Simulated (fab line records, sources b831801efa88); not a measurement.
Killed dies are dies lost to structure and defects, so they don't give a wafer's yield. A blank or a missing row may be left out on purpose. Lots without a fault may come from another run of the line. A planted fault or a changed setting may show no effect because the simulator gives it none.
One fault seen from 2 desks | flow gf180mcu | each desk has only its own numbers; what lay behind them comes last

THE TOOL OWNER'S DESK: implanter-02
The tool's own readings at GF_PSD_IMPLANT_09: means of the sampled wafers that have a number, for each lot that ran on this tool. A lot is out of limits, marked OUT, if its mean lies more than 4 standard deviations from the usual mean; the brackets give that distance.
Columns: A = beam_on_s at GF_PSD_IMPLANT_09, usual 10.00 s; B = faraday_current_uA at GF_PSD_IMPLANT_09, usual 8250
lot  | first seen here | A               | B
L965 | day 15 22:34    | 10.19           | 8079
L969 | day 17 00:58    | 10.02           | 8218
L973 | day 18 13:33    | 8.13 (-8.5) OUT | 10128 (+10) OUT
L974 | day 18 19:59    | 8.20 (-8.2) OUT | 10083 (+10) OUT
L981 | day 21 08:00    | 10.03           | 8219
L982 | day 21 13:16    | 10.04           | 8223
This desk's finding: out of limits on L973, L974; first on L973, day 18 13:33 (beam_on_s at GF_PSD_IMPLANT_09). In limits: L965, L969, L981, L982.

THE METROLOGY DESK
What the gauges read, lot by lot, whatever tool the lot ran on: means of the sampled wafers that have a number. A lot is out of limits, marked OUT, if its mean lies more than 4 standard deviations from the usual mean; the brackets give that distance.
Columns: A = PSD_TW at GF_PSD_TW_MEAS_11, usual 3210; B = PSD_RS at GF_PSD_RS_MEAS_15, usual 107.69 ohm/sq; C = cd_nm at GF_SAB_CD_MEAS_09, usual 420.2 nm
lot  | first seen here | A               | B                | C
L964 | day 15 13:20    | 3215            | 107.50           | 420.3
L965 | day 15 22:49    | 3216            | 108.10           | 417.5
L969 | day 17 01:11    | 3217            | 107.95           | 422.2
L973 | day 18 13:45    | 3078 (-6.3) OUT | 117.61 (+35) OUT | 424.5
L974 | day 18 20:13    | 3072 (-6.6) OUT | 117.62 (+35) OUT | 420.8
L978 | day 20 05:41    | 3174            | 107.89           | 418.7
L980 | day 21 07:56    | 3259            | 107.55           | 424.1
L981 | day 21 08:14    | 3211            | 107.80           | 421.4
L982 | day 21 13:29    | 3253            | 107.62           | 419.2
L984 | day 22 08:40    | 3217            | 107.75           | 421.5
This desk's finding: out of limits on L973, L974; first on L973, day 18 13:45 (PSD_TW at GF_PSD_TW_MEAS_11). In limits: L964, L965, L969, L978, L980, L981, L982, L984.

PUT TOGETHER
The tool owner's desk could have raised an alarm at day 18 13:33, on L973, L974.
The metrology desk could have raised an alarm at day 18 13:45, on L973, L974.
Of the lots named, all ran GF_PSD_IMPLANT_09 on implanter-02.

WHAT THE SIMULATOR HAD PUT IN
Process parameter drift: implanter-02, from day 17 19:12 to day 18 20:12, at GF_PSD_IMPLANT_09. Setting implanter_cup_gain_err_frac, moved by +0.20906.
Lots struck among those shown: L973, L974.
Hours from the fault's start to each desk's first reading out of limits: the tool owner's desk, 18; the metrology desk, 19.
